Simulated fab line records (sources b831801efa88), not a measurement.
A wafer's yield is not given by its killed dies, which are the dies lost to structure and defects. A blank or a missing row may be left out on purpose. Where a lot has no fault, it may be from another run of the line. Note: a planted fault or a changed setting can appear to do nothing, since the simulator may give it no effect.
Split-lot study / flow sfq_line / 5 lots, 23 wafers read, on a route of 325 steps

SPLIT DETAILS
At SFQ_TRILAYER_M5_LITHO_EXPOSE_124 (exposes mask M5, target cd 700 nm), the setting dose_mj was moved away from the recipe's 14.4 on 5 of the 23 wafers read, by -7.4% to +7.4%. This setting was run at the recipe's value on the other wafers.

FROM THE SPLIT TO THE READING: what the file shows between them, 3 steps
- SFQ_TRILAYER_M5_LITHO_PEB_126: peb time 60 s
- SFQ_TRILAYER_M5_LITHO_DEVELOP_125: time 60 s
- SFQ_TRILAYER_M5_BARC_OPEN_METAL_ETCH_161: etches BARC in O2, target depth 125 nm, time 41.7 s

THE READING
M5.cd_nm (the simulator's own value, which no gauge read), in nm, at SFQ_TRILAYER_M5_ETCH_METAL_ETCH_126 (etches Nb in Cl2/BCl3, stops on SiO2, time 203.2 s, target depth 265 nm). There is no usual value for it anywhere in the file. Across the 18 wafers here that went through the recipe, the average is 701.8 nm and the standard deviation 2.1 nm.

wafer=L076.1; tool, chamber at the split=krf_scanner-02, 0; dose_mj as run=14.4; against the recipe=recipe; M5.cd_nm, nm=703.6; against lot-mates on the recipe=-
wafer=L076.2; tool, chamber at the split=krf_scanner-02, 0; dose_mj as run=14.4; against the recipe=recipe; M5.cd_nm, nm=703.8; against lot-mates on the recipe=-
wafer=L076.3; tool, chamber at the split=krf_scanner-02, 0; dose_mj as run=14.4; against the recipe=recipe; M5.cd_nm, nm=702; against lot-mates on the recipe=-
wafer=L076.4; tool, chamber at the split=krf_scanner-02, 0; dose_mj as run=14.4; against the recipe=recipe; M5.cd_nm, nm=702.1; against lot-mates on the recipe=-
wafer=L076.5; tool, chamber at the split=krf_scanner-02, 0; dose_mj as run=14.4; against the recipe=recipe; M5.cd_nm, nm=703.2; against lot-mates on the recipe=-
wafer=L077.1; tool, chamber at the split=krf_scanner-01, 0; dose_mj as run=14.4; against the recipe=recipe; M5.cd_nm, nm=702.3; against lot-mates on the recipe=-
wafer=L077.2; tool, chamber at the split=krf_scanner-01, 0; dose_mj as run=14.4; against the recipe=recipe; M5.cd_nm, nm=703.8; against lot-mates on the recipe=-
wafer=L077.4; tool, chamber at the split=krf_scanner-01, 0; dose_mj as run=14.4; against the recipe=recipe; M5.cd_nm, nm=703.6; against lot-mates on the recipe=-
wafer=L077.5; tool, chamber at the split=krf_scanner-01, 0; dose_mj as run=14.4; against the recipe=recipe; M5.cd_nm, nm=703.3; against lot-mates on the recipe=-
wafer=L077.6; tool, chamber at the split=krf_scanner-01, 0; dose_mj as run=14.4; against the recipe=recipe; M5.cd_nm, nm=701.8; against lot-mates on the recipe=-
wafer=L078.1; tool, chamber at the split=krf_scanner-01, 0; dose_mj as run=15.47; against the recipe=+7.4%; M5.cd_nm, nm=692.9; against lot-mates on the recipe=-10.9
wafer=L078.2; tool, chamber at the split=krf_scanner-01, 0; dose_mj as run=15.47; against the recipe=+7.4%; M5.cd_nm, nm=691.7; against lot-mates on the recipe=-12.0
wafer=L078.3; tool, chamber at the split=krf_scanner-01, 0; dose_mj as run=14.4; against the recipe=recipe; M5.cd_nm, nm=704.3; against lot-mates on the recipe=-
wafer=L078.4; tool, chamber at the split=krf_scanner-01, 0; dose_mj as run=15.47; against the recipe=+7.4%; M5.cd_nm, nm=690.5; against lot-mates on the recipe=-13.2
wafer=L078.6; tool, chamber at the split=krf_scanner-01, 0; dose_mj as run=14.4; against the recipe=recipe; M5.cd_nm, nm=703.2; against lot-mates on the recipe=-
wafer=L082.2; tool, chamber at the split=krf_scanner-01, 0; dose_mj as run=14.4; against the recipe=recipe; M5.cd_nm, nm=699.2; against lot-mates on the recipe=-
wafer=L082.4; tool, chamber at the split=krf_scanner-01, 0; dose_mj as run=14.4; against the recipe=recipe; M5.cd_nm, nm=699.1; against lot-mates on the recipe=-
wafer=L082.6; tool, chamber at the split=krf_scanner-01, 0; dose_mj as run=14.4; against the recipe=recipe; M5.cd_nm, nm=697.6; against lot-mates on the recipe=-
wafer=L083.2; tool, chamber at the split=krf_scanner-01, 0; dose_mj as run=14.4; against the recipe=recipe; M5.cd_nm, nm=698.2; against lot-mates on the recipe=-
wafer=L083.3; tool, chamber at the split=krf_scanner-01, 0; dose_mj as run=13.34; against the recipe=-7.4%; M5.cd_nm, nm=714.9; against lot-mates on the recipe=+15.0
wafer=L083.4; tool, chamber at the split=krf_scanner-01, 0; dose_mj as run=14.4; against the recipe=recipe; M5.cd_nm, nm=699.3; against lot-mates on the recipe=-
wafer=L083.5; tool, chamber at the split=krf_scanner-01, 0; dose_mj as run=14.4; against the recipe=recipe; M5.cd_nm, nm=702.1; against lot-mates on the recipe=-
wafer=L083.6; tool, chamber at the split=krf_scanner-01, 0; dose_mj as run=13.34; against the recipe=-7.4%; M5.cd_nm, nm=710.5; against lot-mates on the recipe=+10.6

THE FIT
A straight line over all 23 wafers: M5.cd_nm changes by -1.41 nm for each +1% of dose_mj; r = -0.92; the points scatter about the line by 2.1 nm.
The same after taking each lot's own level away (the mean of its wafers on the recipe; 23 wafers): -1.67 nm for each +1%; r = -0.98; scatter 1.2 nm.
On that fit, the largest move of dose_mj shifts the reading by 12 nm.
Measured against the standard deviation above, the lots' own levels, which go from 698.63 to 703.75 nm, span 2.5 times it.
Thus the slope moves with the lot-to-lot level: the two fits are different.
Check: for one of the wafers moved furthest among these (+7.4%), held out of the fit, the line's prediction against its lot-mates is -12.8 nm. It came out at -10.9 nm against them.

OTHER SPLITS APPLIED TO THESE WAFERS
These wafers also went through other splits before the reading. Each is held against what the fit with the lots' levels taken away leaves over:
other split on the same wafers=SFQ_TRILAYER_I3_VIA_LITHO_COAT_085 resist_thk_nm; wafers away from the commonest value=4; r with M5.cd_nm (lot level and that fit taken away)=+0.26
other split on the same wafers=SFQ_TRILAYER_M4_LITHO_PEB_096 peb_temp_c; wafers away from the commonest value=6; r with M5.cd_nm (lot level and that fit taken away)=-0.03

THE WHOLE CHAIN: every reading that the file lists as answering this split, in the file's order
step=SFQ_TRILAYER_M5_BARC_OPEN_METAL_ETCH_161; what it does=etches BARC in O2, target depth 125 nm, time 41.7 s; reading=M5.cd_nm (the simulator's own value, which no gauge read); change (the file's fit)=-1.64 nm for each +1% of the setting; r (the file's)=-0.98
step=SFQ_TRILAYER_M5_ETCH_METAL_ETCH_126; what it does=etches Nb in Cl2/BCl3, stops on SiO2, time 203.2 s, target depth 265 nm; reading=M5.cd_nm (the simulator's own value, which no gauge read); change (the file's fit)=-1.68 nm for each +1% of the setting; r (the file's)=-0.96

THE FILE'S OWN FIT
M5.cd_nm changes by -1.68 nm for each +1% of dose_mj, r = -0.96.
